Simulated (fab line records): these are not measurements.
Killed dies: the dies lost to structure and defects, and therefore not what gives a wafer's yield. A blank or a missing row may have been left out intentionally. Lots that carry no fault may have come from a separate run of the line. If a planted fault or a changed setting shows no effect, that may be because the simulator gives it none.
Matching of chambers ; flow gf180mcu ; GF_CONTACT_ETCH_17 on rie diel-02: 4 sister chambers
The step etches SiO2 in C4F8/O2/Ar, stops on CoSi2, target depth 860 nm. 8 wafers are shown with their chamber, then 9 later ones without.

== WAFERS, EACH WITH ITS CHAMBER ==
wafer;chamber;oes product au (a.u.)
L242.2;1;0.814
L243.4;1;0.822
L243.6;0;0.809
L253.5;2;0.817
L253.6;3;0.816
L256.1;3;0.809
L256.4;0;0.817
L256.6;2;0.815

== WAFERS WITHOUT THEIR CHAMBER ==
wafer;oes product au (a.u.)
L257.1;0.815
L257.2;0.815
L257.6;0.821
L261.4;0.813
L261.5;0.814
L261.6;0.820
L262.1;0.818
L262.4;0.802
L262.5;0.803

== CHAMBER TAKEN BY EACH ==
wafer;from the rows above;in truth
L257.1;can't be placed: 2 or 0 or 3 or 1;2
L257.2;can't be placed: 2 or 0 or 3 or 1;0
L257.6;can't be placed: 1 or 2 or 0 or 3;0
L261.4;can't be placed: 0 or 3 or 2 or 1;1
L261.5;can't be placed: 0 or 3 or 2 or 1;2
L261.6;can't be placed: 1 or 2 or 0 or 3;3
L262.1;can't be placed: 1 or 2 or 0 or 3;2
L262.4;can't be placed: 3 or 0 or 2 or 1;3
L262.5;can't be placed: 3 or 0 or 2 or 1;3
Correctly placed: 0 of 9. From these rows, 9 cannot be placed; in 9 the true chamber is one of the candidates. 0 placed wrongly.
How it was worked out, from the rows above alone: a wafer's distance from a chamber is the root of the sum, over the readings, of the square of ((its reading less the chamber's mean) divided by the reading's scatter). If the next closest chamber is less than 2 further off than the closest, the wafer can't be placed; otherwise it belongs to the closest. For every chamber, the mean is computed from those of its wafers that are shown. The scatter: the root of (the sum of the squares of (reading less its chamber's mean) over the shown wafers, divided by (wafers less chambers)).
